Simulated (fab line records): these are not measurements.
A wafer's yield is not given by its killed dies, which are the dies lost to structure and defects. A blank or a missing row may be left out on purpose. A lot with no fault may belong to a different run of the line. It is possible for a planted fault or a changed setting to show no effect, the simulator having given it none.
One fault seen from 2 desks    flow gf180mcu    only its own numbers are on each desk; what lay behind them is given at the end

AT THE TOOL OWNER'S DESK: implanter-02
The tool's own readings at GF_MVSD_IMPLANT_08: means of the sampled wafers that have a number, for each lot that ran on this tool. A lot is out of limits, marked OUT, if its mean lies more than 4 standard deviations from the usual mean; the brackets give that distance.
Columns: A = beam on s at GF_MVSD_IMPLANT_08, usual 10.00 s; B = dose ions cm2 at GF_MVSD_IMPLANT_08, usual 1.5998e+13; C = faraday current uA at GF_MVSD_IMPLANT_08, usual 90.2
lot   first seen here  A                B           C
L369  day 6 02:13      9.98             1.5989e+13  90.6
L372  day 7 04:41      14.25 (+20) OUT  1.6009e+13  63.2 (-14) OUT
L374  day 7 12:59      14.35 (+21) OUT  1.5983e+13  62.9 (-14) OUT
This desk's finding: out of limits on L372, L374; first on L372, day 7 04:41 (beam on s at GF_MVSD_IMPLANT_08). Within limits: L369.

AT THE METROLOGY DESK
Means of the sampled wafers that have a number, per lot and without regard to the tool the lot ran on: this is what the gauges read. A lot is out of limits, marked OUT, if its mean lies more than 4 standard deviations from the usual mean; the brackets give that distance.
Columns: A = MVSD_TW at GF_MVSD_TW_MEAS_11, usual 1592; B = MVSD_RS at GF_VT_IMPLANT_RS_MEAS_46, usual 457.2 ohm/sq; C = M2_ALCU_RS at GF_M2_RS_MEAS_05, usual 0.0691 ohm/sq
lot   first seen here  A               B                C
L362  day 4 11:31      1590            457.9            0.0688
L363  day 4 16:59      1589            457.5            0.0684
L365  day 5 01:42      1579            458.2            0.0678
L367  day 5 15:14      1580            459.2            0.0692
L369  day 6 02:36      1590            459.0            0.0688
L372  day 7 05:05      1749 (+21) OUT  384.3 (-61) OUT  -
L374  day 7 13:23      1769 (+24) OUT  384.0 (-61) OUT  -
L378  day 8 08:29      1590            456.7            0.0701
L380  day 8 17:49      1586            455.8            0.0689
L381  day 8 23:32      1590            457.9            0.0687
L384  day 9 19:41      1591            457.9            0.0697
L383  day 9 20:08      1604            456.7            0.0691
This desk's result: L372, L374 out of limits, first on L372 (MVSD_TW at GF_MVSD_TW_MEAS_11), day 7 05:05. Within limits: L362, L363, L365, L367, L369, L378, L380, L381, L384, L383.

PUT TOGETHER
An alarm could have come from the tool owner's desk at day 7 04:41, on L372, L374.
An alarm was possible from the metrology desk at day 7 05:05, on L372, L374.
GF_MVSD_IMPLANT_08 was run on implanter-02 by each of the lots named.

WHAT THE SIMULATOR HAD PUT IN
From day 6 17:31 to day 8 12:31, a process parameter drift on implanter-02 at GF_MVSD_IMPLANT_08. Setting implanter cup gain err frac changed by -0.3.
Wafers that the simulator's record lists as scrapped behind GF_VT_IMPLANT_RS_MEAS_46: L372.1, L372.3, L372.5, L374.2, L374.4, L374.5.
Shown lots that were struck: L372, L374.
Delay (hours) between the fault's onset and each desk's first out-of-limits reading: 11 at the tool owner's desk, 12 at the metrology desk.
